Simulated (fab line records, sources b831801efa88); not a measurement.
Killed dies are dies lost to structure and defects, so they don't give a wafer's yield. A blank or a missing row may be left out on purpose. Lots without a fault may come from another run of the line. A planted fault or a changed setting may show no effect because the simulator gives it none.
Chamber matching | flow gf180mcu | GF_V5_CVD_00 on hdpcvd-02: 3 sister chambers
The step deposits SiO2, target thk 300 nm, time 50 s. 16 wafers are shown with their chamber, then 8 later ones without.

WAFERS WITH THEIR CHAMBER
wafer  | chamber | pressure_mtorr (mTorr)
L464.1 | 0       | 5.985
L464.2 | 2       | 5.994
L464.6 | 2       | 6.019
L465.1 | 1       | 5.996
L465.2 | 0       | 6.003
L465.3 | 2       | 6.020
L466.1 | 1       | 5.997
L466.2 | 2       | 6.000
L466.3 | 0       | 6.006
L468.1 | 2       | 5.993
L468.2 | 1       | 6.001
L468.4 | 1       | 6.015
L471.1 | 0       | 5.990
L471.3 | 1       | 6.009
L471.6 | 2       | 6.004
L480.2 | 1       | 6.019

SIGNATURES (means of the wafers above)
reading        | chamber 0 | chamber 1 | chamber 2 | scatter within a chamber
pressure_mtorr | 5.99600   | 6.00617   | 6.00500   | 0.0107
Rule: a wafer's distance from a chamber is the root of the sum, over the readings, of the square of ((its reading less the chamber's mean) divided by the reading's scatter). The wafer belongs to the nearest chamber; if the next one is less than 2 further off, it can't be placed. The scatter: the root of (the sum of the squares of (reading less its chamber's mean) over the shown wafers, divided by (wafers less chambers)).

WAFERS WITHOUT THEIR CHAMBER
wafer  | pressure_mtorr (mTorr)
L480.5 | 6.008
L480.6 | 5.996
L481.2 | 5.992
L481.3 | 6.001
L481.5 | 5.989
L484.3 | 6.013
L484.5 | 6.014
L484.6 | 6.004

WHICH CHAMBER EACH WENT THROUGH
wafer  | from the rows above          | in truth
L480.5 | can't be placed: 1 or 2 or 0 | 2
L480.6 | can't be placed: 0 or 2 or 1 | 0
L481.2 | can't be placed: 0 or 2 or 1 | 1
L481.3 | can't be placed: 2 or 0 or 1 | 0
L481.5 | can't be placed: 0 or 2 or 1 | 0
L484.3 | can't be placed: 1 or 2 or 0 | 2
L484.5 | can't be placed: 1 or 2 or 0 | 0
L484.6 | can't be placed: 2 or 1 or 0 | 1
Placed correctly: 0 of 8. Can't be placed from these rows: 8 (the true chamber is among the candidates in 8). Placed wrongly: 0.
